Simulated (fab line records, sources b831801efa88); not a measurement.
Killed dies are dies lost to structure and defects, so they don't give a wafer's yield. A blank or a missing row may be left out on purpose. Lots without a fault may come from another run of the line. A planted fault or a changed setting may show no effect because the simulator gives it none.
A struck lot beside a sound one | flow sky130 | 17 steps out of a route of 708
Sound: wafers L413.1, L413.4, L413.6. Struck: wafers L414.3, L414.4, L414.5. The cause comes at the end.
At each step with rows: each side's tool, then ch and its chambers, then its first start. Under that, the readings that differ: sound wafers | struck wafers | difference of the means | sigmas: that difference in standard deviations of wafers without a fault.
alike: readings whose means differ by less than 2 such deviations, and words and numbers that are the same on both sides. not compared: withheld readings, readings that some wafer has no value for, bounds like >300 that may hide the same value, and numbers for which the record gives no deviation and whose values overlap.
The two part at a step that has a row with sigmas, a row that says differs or no value, or rows on one side only. Numbers that don't overlap but have no deviation are shown without sigmas and don't part them. A reading that every wafer of one side lacks parts them only if that side has two wafers or more.

first, 1 step without rows for these wafers: SKY_LDD_N_IMPLANT_15.
SKY_LDD_N_STRIP_16: strips in O2/N2.
  sound on plasma_asher-02 ch 0,1, day 21 02:41; struck on plasma_asher-01 ch 0,1, day 21 01:16
  reading                      | sound             | struck            | difference | sigmas
  strip_time_to_endpoint_s (s) | 4.331 4.340 4.331 | 4.310 4.300 4.299 | -0.031     | -2
  alike: drypump_motor_current_A, oes_product_au
  not compared: rf_hours_counter_h
SKY_LDD_N_TW_MEAS_17:
  sound on film_metro-03, day 21 02:47; struck on film_metro-01, day 21 01:21
  alike: LDD_N_TW
then, 3 steps without rows for these wafers: SKY_LDD_P_DEHYDRATE_00 (time 60 s); SKY_LDD_P_HMDS_01 (prime time 60 s); SKY_LDD_P_COAT_02 (resist thk 1140 nm).
SKY_LDD_P_SOFTBAKE_03: time 61.51 s.
  sound on litho_track-01 ch 0, day 21 18:11; struck on litho_track-03 ch 0, day 21 17:03
  alike: plate_sensor_t_centre_C, plate_sensor_t_edge_C
then, 3 steps without rows for these wafers: SKY_LDD_P_EXPOSE_04 (exposes mask PSDM, target cd 380 nm); SKY_LDD_P_PEB_05; SKY_LDD_P_DEVELOP_06 (develop time 60 s).
SKY_LDD_P_CD_MEAS_07: target cd 380 nm.
  sound on cd_sem-02, day 22 08:50; struck on cd_sem-01, day 22 08:04
  alike: cd_nm
SKY_LDD_P_OVL_MEAS_08:
  sound on overlay-02, day 22 08:57; struck on overlay-02, day 22 08:10
  alike: LDD_P_OVL
SKY_LDD_P_IMPLANT_09:
  sound on implanter-01 ch 0, day 22 08:59; struck on implanter-04 ch 0, day 22 08:14
  reading            | sound                      | struck                           | difference  | sigmas
  beam_energy_keV    | 25.011 25.026 25.004       | 24.991 24.988 24.997             | -0.022      | -3
  dose_ions_cm2      | 1e+13 1.0013e+13 9.988e+12 | 1.4318e+13 1.4321e+13 1.4306e+13 | +4.3147e+12 | +99 or more
  faraday_current_uA | 56.0 56.9 57.1             | 79.4 79.4 81.2                   | +23.3       | +19
SKY_LDD_P_STRIP_10: strips in O2/N2.
  sound on plasma_asher-04 ch 1, day 22 09:08; struck on plasma_asher-03 ch 0,1, day 22 08:22
  reading                     | sound       | struck      | difference | sigmas
  drypump_motor_current_A (A) | 4.8 4.8 4.8 | 5.8 6.2 5.8 | +1.1       | +2
  alike: oes_product_au, strip_time_to_endpoint_s
  not compared: rf_hours_counter_h
SKY_LDD_P_TW_MEAS_11:
  sound on film_metro-04, day 22 09:14; struck on film_metro-04, day 22 08:27
  reading  | sound       | struck      | difference | sigmas
  LDD_P_TW | 640 639 640 | 714 717 715 | +76        | +18
then, 1 step without rows for these wafers: SKY_LDD_HVN_DEHYDRATE_00 (time 60 s).
-- the record jumps here: 26 days lie between the struck wafers' starts before and after (it left off in module LDD_HVN and takes up again in module PAD_OPEN, whose first step shown is number 708 of the route) --
SKY_PAD_OPEN_PROBE_99:
  sound on prober-02, day 48 00:55; struck on prober-01, day 47 21:40
  reading                                  | sound             | struck               | difference | sigmas
  model.etest.tip_p.rs_ohm_sq              | 6755 6737 6693    | 5048 5107 5091       | -1646      |
  model.etest.pfet_01v8_hvt.off_log10_a_um | -13 -12.77 -12.71 | -12.69 -12.51 -12.68 | +0.20      |
  alike: killed_at_M0_to_M3, killed_at_M4_up, killed_at_contacts, killed_at_front_end, killed_at_other, killed_dies, killed_open, killed_short
  not compared: model.etest.pfet_01v8.r_on_ohm_um, model.etest.pfet_01v8.drive_ua_um, model.etest.sram_pfet_latch.drive_ua_um, model.etest.pfet_01v8_hvt.drive_ua_um, model.etest.pfet_01v8_lvt.drive_ua_um, model.etest.pfet_01v8.off_log10_a_um

WHERE THEY PART
First at SKY_LDD_N_STRIP_16; last, within this record, at SKY_LDD_P_TW_MEAS_11. Later steps at which nothing parts them and some readings are alike: SKY_PAD_OPEN_PROBE_99.

WHY: what the simulator had put in
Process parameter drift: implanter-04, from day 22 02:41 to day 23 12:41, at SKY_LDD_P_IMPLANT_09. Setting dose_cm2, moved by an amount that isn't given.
